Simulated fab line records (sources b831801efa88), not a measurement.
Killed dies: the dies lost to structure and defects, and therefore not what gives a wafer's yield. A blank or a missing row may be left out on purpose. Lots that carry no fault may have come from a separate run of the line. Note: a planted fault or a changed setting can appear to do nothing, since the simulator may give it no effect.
The tool behind it: which one? | flow sky130 | route of 708 steps, sampled at 1 step: 6 lots, 18 wafers

## WHAT THE GAUGES READ, wafer by wafer
SKY_LDD_P_OVL_MEAS_08.
lot  | measured     | on         | LDD_P_OVL (nm)
L769 | day 20 01:58 | overlay-01 | 2.1 3.0 2.0
L771 | day 20 14:28 | overlay-01 | 0.2 -0.6 -0.2
L778 | day 23 01:25 | overlay-02 | -1.1 -1.7 0.1
L784 | day 25 04:08 | overlay-01 | 1.1 0.2 -1.3
L788 | day 26 09:37 | overlay-02 | -1.3 -1.9 -3.6
L790 | day 27 07:13 | overlay-01 | 1.7 0.5 1.3

## TOOL THAT RAN EACH LOT (tool first, then ch and the chambers of the sampled wafers, then the start)
There is no process step in the record ahead of these readings.

## THE ANSWER, worked out from the rows above alone
Rule: usual is defined by the lots themselves. The widest of any qualifying gaps counts: lots, ordered by their means at a reading, are off when they make up no more than a third of the lots, leave a main group of 4 or more, and stand apart from it by 3 or more times the standard deviation of that group's means. The tables above print the reading to a certain number of digits; a main group whose means all agree to those digits is not used. Also off: a lot with no number at a reading for which 4 or more lots have one. Any other lot the step has rows for is counted as sound.
No lot is off at any reading shown: from this, nothing can be told.

## WHAT WAS PUT IN BY THE SIMULATOR
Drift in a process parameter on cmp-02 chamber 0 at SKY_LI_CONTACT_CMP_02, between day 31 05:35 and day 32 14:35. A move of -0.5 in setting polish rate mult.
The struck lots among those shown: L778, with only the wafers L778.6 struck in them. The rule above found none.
